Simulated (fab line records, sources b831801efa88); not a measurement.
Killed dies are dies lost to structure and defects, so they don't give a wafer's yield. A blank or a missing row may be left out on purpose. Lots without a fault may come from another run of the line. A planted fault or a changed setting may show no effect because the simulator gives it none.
Problem report in the 8D (eight disciplines) form, filled by code | flow sfq_line | the parts of the form that need people (team, actions taken, sign-off) are left out

1. THE PROBLEM
time_to_endpoint_s at SFQ_TRILAYER_I0_CMP_CMP_028 reads a mean of 117 s on 1 wafer of 1 lot; wafers without a fault read 216 s with a standard deviation of 6.8. That is -15 standard deviations from the usual mean.
The step: polishes SiO2.
First seen on wafer L695.2, day 12 18:41, on cmp-01. The record holds 37 wafers of 13 lots with a number at this step. Rule for "out", or "out of limits": more than 4 standard deviations from the usual mean. The other wafers with a number count as sound.

2. WHAT IT IS AND WHAT IT IS NOT
question                    | is                 | is not
which readings at this step | time_to_endpoint_s | head_pressure_psi, motor_current_A, platen_rpm
which lots                  | L695               | L677, L679, L680, L681, L682, L683, L684, L685, L687, L693, L696, L698
which wafers of those lots  | L695.2             | L695.3, L695.4
read on which tools         | cmp-01             | cmp-02
when                        | from day 12 18:41  | up to then (31 sound wafers); but 5 sound wafers of L695, L696, L698 came after

3. SUSPECTS, AND WHAT RULES EACH OUT
Counting: a tool at a process step up to the reading stays a suspect if it ran every lot that is out. Sound lots after the first of them don't rule it out here, since some wafers of a struck lot are sound.
- rie_metal-02 at SFQ_TRILAYER_L0_VIA_STRIP_STRIP_017 (strips in O2): kept. It ran the lot that is out, L695 (day 10 06:23); its last sound lot up to then is L693 (day 9 18:17).
- cmp-01 at SFQ_TRILAYER_I0_CMP_CMP_028 (polishes SiO2): kept. It ran the lot that is out, L695 (day 12 18:41); its last sound lot up to then is L687 (day 10 20:45). Its own readings are out on those wafers: time_to_endpoint_s.
- Within cmp-01 at SFQ_TRILAYER_I0_CMP_CMP_028: the wafers that are out ran in chamber 1; their sound lot-mates ran in chambers 0, 2.
Left after counting: rie_metal-02 at SFQ_TRILAYER_L0_VIA_STRIP_STRIP_017, cmp-01 at SFQ_TRILAYER_I0_CMP_CMP_028.

4. THE CAUSE (what the simulator had put in)
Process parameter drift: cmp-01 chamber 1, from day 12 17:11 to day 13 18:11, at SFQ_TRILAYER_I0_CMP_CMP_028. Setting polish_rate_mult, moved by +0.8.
Counting left 2 suspects, and this tool is among them.

5. THE CHAIN OF EFFECTS, in route order
Each row: a reading whose mean over the struck wafers that have a number lies more than 3 standard deviations from the usual. Only readings for which the record gives a usual standard deviation are gone through. hours: the time from each lot's start at the first step in this table that gives one to its start at this step, as a median over the lots. sigmas: the change in usual standard deviations.
hours | step                        | reading            | usual | on struck wafers | change | sigmas
0     | SFQ_TRILAYER_I0_CMP_CMP_028 | time_to_endpoint_s | 216 s | 117              | -99    | -15
The process steps in it:
- SFQ_TRILAYER_I0_CMP_CMP_028: polishes SiO2.
Later measuring or inspecting steps at which every struck wafer that the step has a row for has a number for every such reading, and none has moved that far: SFQ_M3_OVL_MEAS_921.

6. WHAT WOULD HAVE CAUGHT IT SOONER
In this record the first reading out of limits was taken at day 12 18:41, 2 hours after the fault began at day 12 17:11.
